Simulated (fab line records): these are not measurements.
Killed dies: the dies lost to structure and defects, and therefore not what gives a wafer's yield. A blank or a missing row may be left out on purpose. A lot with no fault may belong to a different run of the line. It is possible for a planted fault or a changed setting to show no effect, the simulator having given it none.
Problem report, 8D (eight disciplines) form, completed by code + flow sky130 + the parts of the form that need people (team, actions taken, sign-off) are left out

1. PROBLEM STATEMENT
Wafers free of any fault read 218.0 (standard deviation 1.3) for VT_ADJUST_NCORE_TW at SKY_VT_ADJUST_NCORE_TW_MEAS_11, against a mean of 249.2 on 6 wafers of 2 lots. Measured from the usual mean, that is +24 standard deviations.
First seen on wafer L544.1, day 13 17:32, on filmMetro-01. At this step, 36 wafers from 12 lots have a number in the record. Rule for "out" (also "out of limits"): further than 4 standard deviations from the usual mean. The rest of the wafers with a number are treated as sound.

2. WHAT IT IS; WHAT IT IS NOT
| question                    | is                         | is not                                                                    |
|-----------------------------|----------------------------|---------------------------------------------------------------------------|
| which readings at this step | VT_ADJUST_NCORE_TW         | -                                                                         |
| which lots                  | L544, L547                 | L528, L529, L531, L533, L534, L535, L536, L537, L546, L548                |
| which wafers of those lots  | all that have a number     | -                                                                         |
| read on which gauges        | filmMetro-01, filmMetro-03 | filmMetro-04                                                              |
| when                        | from day 13 17:32          | up to then (24 sound wafers); but 6 sound wafers of L546, L548 came after |

3. THE SUSPECTS, EACH WITH WHAT RULES IT OUT
Counting: a tool stays on the suspect list if, at a process step up to the reading, it processed all lots that are out and no sound lot following the first of them.
- ruled out: the gauge at SKY_VT_ADJUST_NCORE_TW_MEAS_11. Those wafers that are out were read across 2 gauges (filmMetro-01, filmMetro-03).
- plasmaAsher-04 at SKY_VT_ADJUST_HVTP_STRIP_10 (strips in O2/N2): ruled out as a lasting fault. The sound lots L548 went through it after L544, its earliest lot that is out (day 10 20:44).
- implanter-03 at SKY_VT_ADJUST_NCORE_IMPLANT_09: kept. Every lot that is out went through it, starting with L544 (day 13 17:17), and after that it ran no sound lot; the last sound lot it ran before then is L534 (day 10 17:38). Its own doseIonsCm2, faradayCurrentUA readings are out on those wafers.
Remaining after the count: implanter-03 at SKY_VT_ADJUST_NCORE_IMPLANT_09.

4. THE CAUSE (what the simulator had put in)
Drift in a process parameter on implanter-03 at SKY_VT_ADJUST_NCORE_IMPLANT_09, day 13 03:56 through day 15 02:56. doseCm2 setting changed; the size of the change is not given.
This tool alone remained once counting was done.

5. SEQUENCE OF EFFECTS, ordered by route
Each row: a reading whose mean over the struck wafers that have a number lies more than 3 standard deviations from the usual. Only readings for which the record gives a usual standard deviation are gone through. hours: the time from each lot's start at the first step in this table that gives one to its start at this step, as a median over the lots. sigmas: the change in usual standard deviations.
| hours | step                           | reading            | usual      | on struck wafers | change      | sigmas      |
|-------|--------------------------------|--------------------|------------|------------------|-------------|-------------|
| 0     | SKY_VT_ADJUST_NCORE_IMPLANT_09 | doseIonsCm2        | 2.4007e+12 | 3.8574e+12       | +1.4568e+12 | +99 or more |
| 0     | SKY_VT_ADJUST_NCORE_IMPLANT_09 | faradayCurrentUA   | 13.52      | 21.74            | +8.22       | +33         |
| 0     | SKY_VT_ADJUST_NCORE_TW_MEAS_11 | VT_ADJUST_NCORE_TW | 218.0      | 249.2            | +31.2       | +24         |
Here are the process steps it includes:
- SKY_VT_ADJUST_NCORE_IMPLANT_09
Later steps that measure or inspect, where all struck wafers having a row at the step show a number for every such reading and not one has moved that far: SKY_RES_PROTECT_TW_MEAS_08.

6. HOW IT WOULD HAVE BEEN CAUGHT EARLIER
Counted from the fault's start at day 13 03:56, it took 14 hours until the first out-of-limits reading at a measuring or inspecting step in this record, taken at day 13 17:32.
The tool's own readings at SKY_VT_ADJUST_NCORE_IMPLANT_09 were out on every struck wafer that the step has a row for (doseIonsCm2, faradayCurrentUA): an alarm limit on them would have fired on the first of those.
L547, from the lots that are out (2), started SKY_VT_ADJUST_NCORE_IMPLANT_09 on implanter-03 later than day 13 17:32. A tool hold placed at that time would have kept it from harm.
